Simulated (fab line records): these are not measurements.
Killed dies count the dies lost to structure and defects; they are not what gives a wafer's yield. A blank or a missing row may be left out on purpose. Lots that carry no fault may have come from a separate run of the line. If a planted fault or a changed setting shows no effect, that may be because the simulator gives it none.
One fault through the eyes of 2 desks    flow gf180mcu    every desk sees just its own numbers, and what lay behind them comes last

== TOOL OWNER'S DESK, pecvd-04 ==
The tool's own readings at GF_PASSIVATION_CVD_00 (deposits SiO2 from TEOS, target thk 1000 nm, time 111.95 s): means of the sampled wafers that have a number, for each lot that ran on this tool. A lot is out of limits, marked OUT, if its mean lies more than 4 standard deviations from the usual mean; the brackets give that distance.
Columns: A = heater_power_w at GF_PASSIVATION_CVD_00, usual 643 W; B = run_length_s at GF_PASSIVATION_CVD_00, usual 139.8 s
lot   first seen here  A    B
L381  day 28 03:11     697  139.7
L384  day 29 04:19     706  140.0
L394  day 32 00:07     735  153.5 (+24) OUT
Finding of this desk: L394 out of limits; the first was L394 at day 32 00:07, on run_length_s at GF_PASSIVATION_CVD_00. Within limits: L381, L384.

== METROLOGY DESK ==
What the gauges read for every lot (on any tool): the sampled wafers with a number, averaged. A lot is out of limits, marked OUT, if its mean lies more than 4 standard deviations from the usual mean; the brackets give that distance.
Columns: A = PASSIVATION_CVD_00_THK at GF_PASSIVATION_THK_MEAS_01, usual 999 nm
lot   first seen here  A
L381  day 28 03:17     1001
L383  day 28 20:54     992
L384  day 29 04:24     979
L386  day 29 20:13     998
L391  day 31 10:18     1007
L394  day 32 00:13     1126 (+8.5) OUT
L396  day 32 12:49     997
L397  day 32 18:25     1000
L400  day 33 10:49     1002
L402  day 34 03:52     995
L403  day 34 04:20     996
Finding of this desk: L394 out of limits, first seen on L394 at day 32 00:13 (PASSIVATION_CVD_00_THK at GF_PASSIVATION_THK_MEAS_01). Within limits: L381, L383, L384, L386, L391, L396, L397, L400, L402, L403.

== BROUGHT TOGETHER ==
The tool owner's desk could have raised an alarm at day 32 00:07, on L394.
An alarm was possible from the metrology desk at day 32 00:13, on L394.
All the named lots went through GF_PASSIVATION_CVD_00 on pecvd-04.

== WHAT THE SIMULATOR PUT IN ==
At GF_PASSIVATION_CVD_00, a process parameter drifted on pecvd-04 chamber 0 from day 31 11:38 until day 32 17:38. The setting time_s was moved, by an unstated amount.
Lots struck among those shown: L394.
Hours from the fault's start to each desk's first reading out of limits: the tool owner's desk, 12; the metrology desk, 13.
